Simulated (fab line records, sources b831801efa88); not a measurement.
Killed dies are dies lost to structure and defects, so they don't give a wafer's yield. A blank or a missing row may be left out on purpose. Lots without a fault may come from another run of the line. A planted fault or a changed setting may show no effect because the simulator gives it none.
Which tool did it? | flow sfq_line | 14 lots, 42 wafers sampled, at 5 steps of a route of 325

WHAT THE GAUGES READ, wafer by wafer
SFQ_M3_RS_MEAS_919: measures by four-point-probe. Usual: M3_NB_RS 0.890 ohm/sq, standard deviation 0.0097.
lot  | measured     | on            | M3_NB_RS (ohm/sq) | flag
L420 | day 23 19:02 | film_metro-03 | 0.890 0.898 0.901 |
L421 | day 26 20:35 | film_metro-02 | 0.888 0.887 0.870 |
L422 | day 27 12:20 | film_metro-02 | 0.894 0.873 0.889 |
L423 | day 27 21:20 | film_metro-02 | 0.899 0.897 0.881 |
L424 | day 28 01:22 | film_metro-02 | 0.868 0.889 0.877 |
L426 | day 35 12:43 | film_metro-01 | 0.886 0.877 0.898 |
L427 | day 36 06:14 | film_metro-01 | 0.876 0.877 0.878 |
L428 | day 36 19:10 | film_metro-01 | 0.891 0.885 0.897 |
L429 | day 37 00:50 | film_metro-02 | 0.892 0.884 0.892 |
L431 | day 37 19:44 | film_metro-03 | 0.889 0.883 0.878 |
L434 | day 38 22:30 | film_metro-02 | 0.889 0.880 0.903 |
L435 | day 39 03:17 | film_metro-01 | 0.888 0.905 0.903 |
L440 | day 40 05:42 | film_metro-03 | 0.885 0.869 0.880 |
L442 | day 41 10:00 | film_metro-01 | 0.890 0.889 0.879 |

SFQ_M3_OVL_MEAS_921. Usual: M3_OVL 2 nm, standard deviation 5.5.
lot  | measured     | on         | M3_OVL (nm) | flag
L420 | day 30 09:13 | overlay-01 | -7 -3 -6    |
L421 | day 32 14:26 | overlay-01 | 6 3 14      |
L422 | day 32 15:37 | overlay-01 | 4 9 -2      |
L423 | day 32 16:50 | overlay-01 | -4 1 0      |
L424 | day 32 18:02 | overlay-01 | 7 6 0       |
L426 | day 35 15:14 | overlay-01 | 0 -6 0      |
L427 | day 36 08:46 | overlay-02 | -1 6 4      |
L428 | day 36 21:35 | overlay-02 | 6 3 3       |
L429 | day 37 03:22 | overlay-01 | 8 5 2       |
L431 | day 38 14:38 | overlay-01 | 1 3 -2      |
L434 | day 39 05:08 | overlay-01 | -4 -2 0     |
L435 | day 39 08:44 | overlay-01 | -2 6 5      |
L440 | day 40 08:14 | overlay-01 | 8 11 12     |
L442 | day 42 19:16 | overlay-02 | -3 6 11     |

WHICH TOOL RAN EACH LOT (tool, then ch and the chambers of the sampled wafers, then the start)
lot  | SFQ_TRILAYER_I1_VIA_BARC_OPEN_VIA_ETCH_071 | SFQ_TRILAYER_I2_VIA_LITHO_COAT_072 | SFQ_TRILAYER_I2_VIA_BARC_OPEN_VIA_ETCH_096
L420 | rie_diel-01 ch 0,1,3, day 16 22:25         | litho_track-02 ch 0, day 17 07:30  | rie_diel-02 ch 0,1,2, day 23 17:57
L421 | rie_diel-01 ch 1,2, day 20 02:13           | litho_track-03 ch 0, day 20 11:08  | rie_diel-01 ch 0,2,3, day 26 19:31
L422 | rie_diel-04 ch 0,1,3, day 20 16:37         | litho_track-03 ch 0, day 21 03:20  | rie_diel-03 ch 0,2,3, day 27 11:07
L423 | rie_diel-01 ch 0,2,3, day 21 03:33         | litho_track-03 ch 0, day 27 17:44  | rie_diel-01 ch 1,2,3, day 27 20:05
L424 | rie_diel-01 ch 1,2,3, day 21 08:21         | litho_track-03 ch 0, day 27 21:30  | rie_diel-03 ch 1,2,3, day 28 00:18
L426 | rie_diel-01 ch 1,2,3, day 22 19:09         | litho_track-03 ch 0, day 29 07:10  | rie_diel-02 ch 0,2,3, day 35 11:37
L427 | rie_diel-01 ch 1,2, day 23 08:21           | litho_track-01 ch 0, day 30 03:22  | rie_diel-01 ch 1,3, day 36 04:33
L428 | rie_diel-04 ch 0,1,2, day 23 21:33         | litho_track-01 ch 0, day 30 18:41  | rie_diel-03 ch 0,2,3, day 36 18:07
L429 | rie_diel-01 ch 1,2,3, day 24 03:30         | litho_track-02 ch 0, day 31 01:40  | rie_diel-01 ch 0,3, day 36 23:45
L431 | rie_diel-03 ch 0,2,3, day 25 01:30         | litho_track-01 ch 0, day 32 03:29  | rie_diel-03 ch 0,2,3, day 37 18:38
L434 | rie_diel-03 ch 1,2,3, day 25 23:26         | litho_track-03 ch 0, day 33 13:26  | rie_diel-03 ch 0,1,3, day 38 21:26
L435 | rie_diel-03 ch 0,2, day 26 06:37           | litho_track-03 ch 0, day 33 19:23  | rie_diel-02 ch 0,1, day 39 02:14
L440 | rie_diel-04 ch 1,2,3, day 26 23:34         | litho_track-02 ch 0, day 34 19:26  | rie_diel-03 ch 1,2,3, day 40 04:38
L442 | rie_diel-03 ch 1,2, day 27 15:17           | litho_track-02 ch 0, day 35 23:02  | rie_diel-02 ch 0,2, day 41 08:57
- SFQ_TRILAYER_I1_VIA_BARC_OPEN_VIA_ETCH_071: etches BARC in O2, target depth 125 nm, time 41.7 s.
- SFQ_TRILAYER_I2_VIA_LITHO_COAT_072: resist thk 62 nm.
- SFQ_TRILAYER_I2_VIA_BARC_OPEN_VIA_ETCH_096: etches BARC in O2, target depth 125 nm, time 41.7 s.

WHAT THE TOOLS THEMSELVES READ (means of the sampled wafers that have a number; where no wafer has one, the mark that the record gives instead)
SFQ_TRILAYER_I1_VIA_BARC_OPEN_VIA_ETCH_071. Usual: drypump_motor_current_A 6.1 A, standard deviation 0.57; oes_product_au 0.685 a.u., standard deviation 0.0051.
lot  | tool        | drypump_motor_current_A (A) | oes_product_au (a.u.) | flag
L420 | rie_diel-01 | 6.4                         | 0.685                 |
L421 | rie_diel-01 | 5.6                         | 0.681                 |
L422 | rie_diel-04 | 5.8                         | 0.685                 |
L423 | rie_diel-01 | 5.8                         | 0.680                 |
L424 | rie_diel-01 | 6.1                         | 0.687                 |
L426 | rie_diel-01 | 6.0                         | 0.683                 |
L427 | rie_diel-01 | 6.1                         | 0.686                 |
L428 | rie_diel-04 | 6.0                         | 0.686                 |
L429 | rie_diel-01 | 6.0                         | 0.687                 |
L431 | rie_diel-03 | 6.3                         | 0.689                 |
L434 | rie_diel-03 | 6.1                         | 0.686                 |
L435 | rie_diel-03 | 6.0                         | 0.686                 |
L440 | rie_diel-04 | 6.2                         | 0.690                 |
L442 | rie_diel-03 | 5.7                         | 0.693                 |

SFQ_TRILAYER_I2_VIA_LITHO_COAT_072. Usual: exhaust_pa 45.1 Pa, standard deviation 0.96; resist_line_temp_C 23.03 C, standard deviation 0.11.
lot  | tool           | exhaust_pa (Pa) | resist_line_temp_C (C) | flag
L420 | litho_track-02 | 44.3            | 23.02                  |
L421 | litho_track-03 | 44.5            | 23.19                  |
L422 | litho_track-03 | 44.2            | 22.99                  |
L423 | litho_track-03 | 44.3            | 22.89                  |
L424 | litho_track-03 | 45.6            | 22.93                  |
L426 | litho_track-03 | 45.2            | 23.10                  |
L427 | litho_track-01 | 45.9            | 22.96                  |
L428 | litho_track-01 | 45.1            | 23.10                  |
L429 | litho_track-02 | 44.5            | 22.99                  |
L431 | litho_track-01 | 45.5            | 22.98                  |
L434 | litho_track-03 | 43.5            | 22.88                  |
L435 | litho_track-03 | 45.4            | 22.92                  |
L440 | litho_track-02 | 45.8            | 23.12                  |
L442 | litho_track-02 | 47.0            | 23.09                  |

SFQ_TRILAYER_I2_VIA_BARC_OPEN_VIA_ETCH_096. Usual: drypump_motor_current_A 6.0 A, standard deviation 0.59; oes_product_au 0.685 a.u., standard deviation 0.0051.
lot  | tool        | drypump_motor_current_A (A) | oes_product_au (a.u.) | flag
L420 | rie_diel-02 | 5.8                         | 0.685                 |
L421 | rie_diel-01 | 5.8                         | 0.685                 |
L422 | rie_diel-03 | 6.3                         | 0.686                 |
L423 | rie_diel-01 | 6.0                         | 0.682                 |
L424 | rie_diel-03 | 6.1                         | 0.686                 |
L426 | rie_diel-02 | 5.8                         | 0.686                 |
L427 | rie_diel-01 | 6.5                         | 0.679                 |
L428 | rie_diel-03 | 6.3                         | 0.685                 |
L429 | rie_diel-01 | 6.3                         | 0.690                 |
L431 | rie_diel-03 | 6.3                         | 0.684                 |
L434 | rie_diel-03 | 6.3                         | 0.663                 | OFF
L435 | rie_diel-02 | 5.5                         | 0.669                 | OFF
L440 | rie_diel-03 | 6.1                         | 0.689                 |
L442 | rie_diel-02 | 5.6                         | 0.689                 |

THE ANSWER, worked out from the rows above alone
Rule: a lot is off if the mean of its wafers that have a number lies more than 3 standard deviations from the usual mean. A lot without any number at a reading at which 4 lots or more have one is off too. The other lots that the step has rows for count as sound. The gauges are gone through in route order, then the tools' own readings, and for those a lot's mean is taken as printed above. The first step at which some lot is off is used, and at that step the reading that is off furthest; a lot without a number counts as furthest.
Off: L434, L435, at SFQ_TRILAYER_I2_VIA_BARC_OPEN_VIA_ETCH_096 (oes_product_au).
A tool fits if, at that step or a process step before it, it ran every lot that is off, and no sound lot after the first of them. One fits: litho_track-03 at SFQ_TRILAYER_I2_VIA_LITHO_COAT_072. Its last sound lot is L426 (day 29 07:10), its first lot that is off L434 (day 33 13:26): a fault that began between those two fits.

WHAT THE SIMULATOR HAD PUT IN
Process parameter drift: litho_track-03, from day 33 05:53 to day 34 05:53, at SFQ_TRILAYER_I2_VIA_LITHO_COAT_072. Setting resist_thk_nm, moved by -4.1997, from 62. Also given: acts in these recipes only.
Lots struck among those shown: L434, L435. The rule above found the same.
